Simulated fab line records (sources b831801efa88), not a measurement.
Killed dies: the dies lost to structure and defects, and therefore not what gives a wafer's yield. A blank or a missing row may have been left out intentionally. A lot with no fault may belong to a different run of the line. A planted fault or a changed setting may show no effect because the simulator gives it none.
Matching of chambers -- flow gf180mcu -- 4 sister chambers for GF_CONTACT_CMP_04 on cmp-01
The step polishes SiO2. 4 wafers are shown with their chamber, then 7 later ones without.

## WAFERS, EACH WITH ITS CHAMBER
wafer,chamber,motor-current-A (A)
L177.1,0,12.4
L178.1,3,11.6
L179.1,2,12.9
L179.3,1,13.7

## WAFERS WITHOUT THEIR CHAMBER
wafer,motor-current-A (A)
L179.6,13.5
L182.2,12.0
L182.5,12.7
L182.6,11.0
L190.1,11.4
L190.2,11.4
L190.3,13.1

## EACH ONE'S CHAMBER
wafer,from the rows above,in truth
L179.6,can't be placed: 1 or 2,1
L182.2,can't be placed: 0 or 3 or 2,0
L182.5,can't be placed: 2 or 0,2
L182.6,3,3
L190.1,3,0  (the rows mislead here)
L190.2,3,3
L190.3,can't be placed: 2 or 1 or 0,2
Correct placement for 2 of the 7. Can't be placed from these rows: 4 (the true chamber is among the candidates in 4). 1 placed wrongly.
How it was worked out, from the rows above alone: a wafer's distance from a chamber is the root of the sum, over the readings, of the square of ((its reading less the chamber's mean) divided by the reading's scatter). If the next closest chamber is less than 2 further off than the closest, the wafer can't be placed; otherwise it belongs to the closest. The mean given for a chamber averages the wafers shown for that chamber. The scatter: root of mean squared gap, hidden wafer to nearest shown wafer, with one shown wafer a chamber.
